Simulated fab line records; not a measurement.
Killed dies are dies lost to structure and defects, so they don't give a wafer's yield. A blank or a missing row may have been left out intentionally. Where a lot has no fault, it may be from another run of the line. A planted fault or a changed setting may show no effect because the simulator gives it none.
Which of the tools did it? + flow gf180mcu + Sampling: 14 lots, 42 wafers, 5 of 602 route steps

## WHAT EACH GAUGE READ, for each wafer
GF_STI_THK_MEAS_24.
| lot  | measured    | on            | STI_CVD_23_THK (nm) |
|------|-------------|---------------|---------------------|
| L865 | day 2 02:06 | film_metro-01 | 660 668 664         |
| L866 | day 2 12:31 | film_metro-01 | 668 660 664         |
| L868 | day 2 18:48 | film_metro-01 | 654 651 641         |
| L869 | day 3 01:14 | film_metro-01 | 649 638 658         |
| L871 | day 3 09:43 | film_metro-02 | 649 645 652         |
| L870 | day 3 09:44 | film_metro-03 | 667 666 674         |
| L872 | day 3 15:08 | film_metro-01 | 666 653 659         |
| L873 | day 3 22:20 | film_metro-03 | 667 661 668         |
| L874 | day 4 03:38 | film_metro-01 | 649 655 660         |
| L876 | day 4 13:18 | film_metro-02 | 659 657 661         |
| L879 | day 5 03:53 | film_metro-03 | 644 649 652         |
| L883 | day 5 23:48 | film_metro-02 | 644 651 648         |
| L884 | day 6 05:24 | film_metro-01 | 662 647 663         |
| L885 | day 6 10:04 | film_metro-01 | 657 652 663         |

GF_VT_IMPLANT_TW_MEAS_10.
| lot  | measured     | on            | VT_IMPLANT_TW |
|------|--------------|---------------|---------------|
| L865 | day 5 12:53  | film_metro-01 | 563 561 563   |
| L866 | day 6 01:14  | film_metro-04 | 556 554 558   |
| L868 | day 6 07:42  | film_metro-04 | 557 560 558   |
| L869 | day 6 18:23  | film_metro-04 | 560 559 556   |
| L871 | day 7 04:17  | film_metro-04 | 567 561 564   |
| L870 | day 7 04:57  | film_metro-04 | 560 561 564   |
| L872 | day 7 10:09  | film_metro-03 | 550 553 547   |
| L873 | day 7 16:26  | film_metro-04 | 561 561 564   |
| L874 | day 8 01:07  | film_metro-03 | 558 560 556   |
| L876 | day 8 11:22  | film_metro-04 | 559 560 561   |
| L879 | day 9 05:35  | film_metro-03 | 557 559 557   |
| L883 | day 10 06:11 | film_metro-03 | 555 556 556   |
| L884 | day 10 11:10 | film_metro-01 | 563 562 560   |
| L885 | day 10 18:16 | film_metro-04 | 560 563 562   |

GF_HV_LDD_OVL_MEAS_20.
| lot  | measured     | on         | HV_LDD_01_OVL (nm) |
|------|--------------|------------|--------------------|
| L865 | day 10 13:08 | overlay-01 | 1.6 0.9 1.6        |
| L866 | day 11 07:05 | overlay-01 | 0.5 1.2 0.9        |
| L868 | day 11 13:31 | overlay-01 | -0.5 -1.3 1.9      |
| L869 | day 12 04:20 | overlay-02 | -0.9 -1.5 -2.1     |
| L871 | day 12 15:49 | overlay-02 | 0.3 0.1 1.3        |
| L870 | day 12 16:28 | overlay-02 | -1.4 1.0 -0.2      |
| L872 | day 13 00:14 | overlay-01 | -0.4 0.6 -0.7      |
| L873 | day 13 08:22 | overlay-01 | -1.0 -1.6 -1.6     |
| L874 | day 13 17:44 | overlay-02 | 2.5 1.8 -2.7       |
| L876 | day 14 07:58 | overlay-02 | 2.3 0.6 -0.1       |
| L879 | day 15 04:02 | overlay-02 | 2.2 1.5 1.8        |
| L883 | day 16 13:25 | overlay-02 | -1.8 -1.5 -3.2     |
| L884 | day 16 18:26 | overlay-01 | -0.8 -1.1 -2.4     |
| L885 | day 16 23:54 | overlay-01 | -1.8 -1.5 -1.1     |

## WHICH TOOL RAN EACH LOT (tool, then ch and the chambers of the sampled wafers, then the start)
| lot  | GF_LVPWELL_COAT_02               | GF_LVPWELL_STRIP_10                 |
|------|----------------------------------|-------------------------------------|
| L865 | litho_track-01 ch 0, day 3 12:29 | plasma_asher-01 ch 0,1, day 3 19:03 |
| L866 | litho_track-04 ch 0, day 3 23:28 | plasma_asher-04 ch 0,1, day 4 06:51 |
| L868 | litho_track-01 ch 0, day 4 05:07 | plasma_asher-04 ch 0,1, day 4 12:07 |
| L869 | litho_track-02 ch 0, day 4 13:38 | plasma_asher-04 ch 0,1, day 4 21:09 |
| L871 | litho_track-01 ch 0, day 4 23:37 | plasma_asher-01 ch 0,1, day 5 06:57 |
| L870 | litho_track-02 ch 0, day 4 23:47 | plasma_asher-01 ch 0,1, day 5 07:20 |
| L872 | litho_track-02 ch 0, day 5 04:23 | plasma_asher-04 ch 0,1, day 5 12:00 |
| L873 | litho_track-02 ch 0, day 5 11:29 | plasma_asher-03 ch 0,1, day 5 19:05 |
| L874 | litho_track-01 ch 0, day 5 17:31 | plasma_asher-03 ch 0,1, day 6 01:06 |
| L876 | litho_track-01 ch 0, day 6 02:58 | plasma_asher-04 ch 0,1, day 6 11:26 |
| L879 | litho_track-01 ch 0, day 6 19:49 | plasma_asher-04 ch 0,1, day 7 04:30 |
| L883 | litho_track-02 ch 0, day 7 16:47 | plasma_asher-03 ch 0,1, day 8 01:42 |
| L884 | litho_track-02 ch 0, day 7 22:50 | plasma_asher-04 ch 0,1, day 8 07:38 |
| L885 | litho_track-04 ch 0, day 8 04:02 | plasma_asher-01 ch 0,1, day 8 13:23 |
- GF_LVPWELL_COAT_02: resist thk 3000 nm.
- GF_LVPWELL_STRIP_10: strips in O2/N2.

## WHAT THE TOOLS THEMSELVES READ (means of the sampled wafers that have a number; where no wafer has one, the mark that the record gives instead)
GF_LVPWELL_COAT_02.
| lot  | tool           | resist_line_temp_C (C) |
|------|----------------|------------------------|
| L865 | litho_track-01 | 22.98                  |
| L866 | litho_track-04 | 23.06                  |
| L868 | litho_track-01 | 22.97                  |
| L869 | litho_track-02 | 22.99                  |
| L871 | litho_track-01 | 22.89                  |
| L870 | litho_track-02 | 23.08                  |
| L872 | litho_track-02 | 23.04                  |
| L873 | litho_track-02 | 22.94                  |
| L874 | litho_track-01 | 23.05                  |
| L876 | litho_track-01 | 22.73                  |
| L879 | litho_track-01 | 23.09                  |
| L883 | litho_track-02 | 22.95                  |
| L884 | litho_track-02 | 22.79                  |
| L885 | litho_track-04 | 22.97                  |

GF_LVPWELL_STRIP_10.
| lot  | tool            | drypump_motor_current_A (A) | heater_power_w (W) | oes_product_au (a.u.) | strip_time_to_endpoint_s (s) |
|------|-----------------|-----------------------------|--------------------|-----------------------|------------------------------|
| L865 | plasma_asher-01 | 5.1                         | 315                | 0.723                 | 37.16                        |
| L866 | plasma_asher-04 | 5.8                         | 324                | 0.725                 | 36.93                        |
| L868 | plasma_asher-04 | 5.8                         | 322                | 0.723                 | 36.94                        |
| L869 | plasma_asher-04 | 5.8                         | 325                | 0.722                 | 36.87                        |
| L871 | plasma_asher-01 | 5.1                         | 299                | 0.723                 | 36.83                        |
| L870 | plasma_asher-01 | 5.1                         | 295                | 0.722                 | 37.06                        |
| L872 | plasma_asher-04 | 5.8                         | 329                | 0.726                 | 36.88                        |
| L873 | plasma_asher-03 | 5.9                         | 348                | 0.722                 | 37.03                        |
| L874 | plasma_asher-03 | 5.9                         | 357                | 0.717                 | 37.00                        |
| L876 | plasma_asher-04 | 5.7                         | 326                | 0.723                 | 39.03                        |
| L879 | plasma_asher-04 | 5.7                         | 332                | 0.720                 | 39.07                        |
| L883 | plasma_asher-03 | 5.9                         | 348                | 0.722                 | 36.79                        |
| L884 | plasma_asher-04 | 5.8                         | 330                | 0.723                 | 36.93                        |
| L885 | plasma_asher-01 | 5.1                         | 315                | 0.718                 | 37.16                        |

## THE ANSWER, worked out from the rows above alone
Rule: the usual values come from the lots themselves. The widest of any qualifying gaps counts: lots, ordered by their means at a reading, are off when they make up no more than a third of the lots, leave a main group of 4 or more, and stand apart from it by 3 or more times the standard deviation of that group's means. The tables above print the reading to a certain number of digits; a main group whose means all agree to those digits is not used. Also off: a lot with no number at a reading for which 4 or more lots have one. Any other lot the step has rows for is counted as sound. First the gauges in route order, then the tools' own readings, where a lot's mean is used as printed above. At the first step where some lot is off, the reading lying furthest off is the one used; lots without a number count as furthest.
Off at GF_LVPWELL_STRIP_10 (strip_time_to_endpoint_s): L876, L879. The main group has a mean of 36.96 s with a standard deviation of 0.11.
A tool fits if, at that step or a process step before it, it ran every lot that is off, and no sound lot after the first of them. One fits: GF_LVPWELL_COAT_02 on litho_track-01. Its last sound lot is L874 (day 5 17:31), its first lot that is off L876 (day 6 02:58): a fault that began between those two fits.

## WHAT THE SIMULATOR PUT IN
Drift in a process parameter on litho_track-01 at GF_LVPWELL_COAT_02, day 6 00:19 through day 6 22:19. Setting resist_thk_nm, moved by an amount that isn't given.
Struck lots among those shown: L876, L879. The rule above reached the same finding.
